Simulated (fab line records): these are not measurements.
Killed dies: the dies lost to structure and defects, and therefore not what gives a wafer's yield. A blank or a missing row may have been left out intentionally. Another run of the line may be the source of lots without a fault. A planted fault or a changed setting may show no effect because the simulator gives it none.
What tool caused it?    flow gf180mcu    route of 602 steps, sampled at 1 step: 7 lots, 21 wafers

## WHAT EACH GAUGE READ, for each wafer
GF_NWELL_OVL_MEAS_07.
lot   measured     on          NWELL_OVL (nm)
L205  day 3 15:33  overlay-01  -0.4 -1.8 -1.7
L207  day 4 00:30  overlay-02  -1.0 -0.7 -1.7
L210  day 4 16:41  overlay-01  -1.2 0.7 -0.2
L216  day 6 04:23  overlay-01  -2.4 0.0 0.0
L219  day 6 20:39  overlay-02  1.1 -0.6 1.0
L222  day 7 08:45  overlay-01  -0.8 0.8 0.6
L224  day 7 19:35  overlay-01  -1.3 -0.6 -0.6

## WHAT TOOL EACH LOT RAN ON (gives the tool, then ch and the chambers of the sampled wafers, and finally the start)
No process step before these readings appears in the record.

## THE ANSWER, worked out from the rows above alone
Rule: the usual values come from the lots themselves. The widest of any qualifying gaps counts: lots, ordered by their means at a reading, are off when they make up no more than a third of the lots, leave a main group of 4 or more, and stand apart from it by 3 or more times the standard deviation of that group's means. A main group is skipped when, at the precision printed for the reading in the tables above, its means are all equal. Also off: a lot with no number at a reading for which 4 or more lots have one. All remaining lots with rows at the step are treated as sound.
None of the lots is off at any reading shown; this tells nothing.

## WHAT THE SIMULATOR HAD INSERTED
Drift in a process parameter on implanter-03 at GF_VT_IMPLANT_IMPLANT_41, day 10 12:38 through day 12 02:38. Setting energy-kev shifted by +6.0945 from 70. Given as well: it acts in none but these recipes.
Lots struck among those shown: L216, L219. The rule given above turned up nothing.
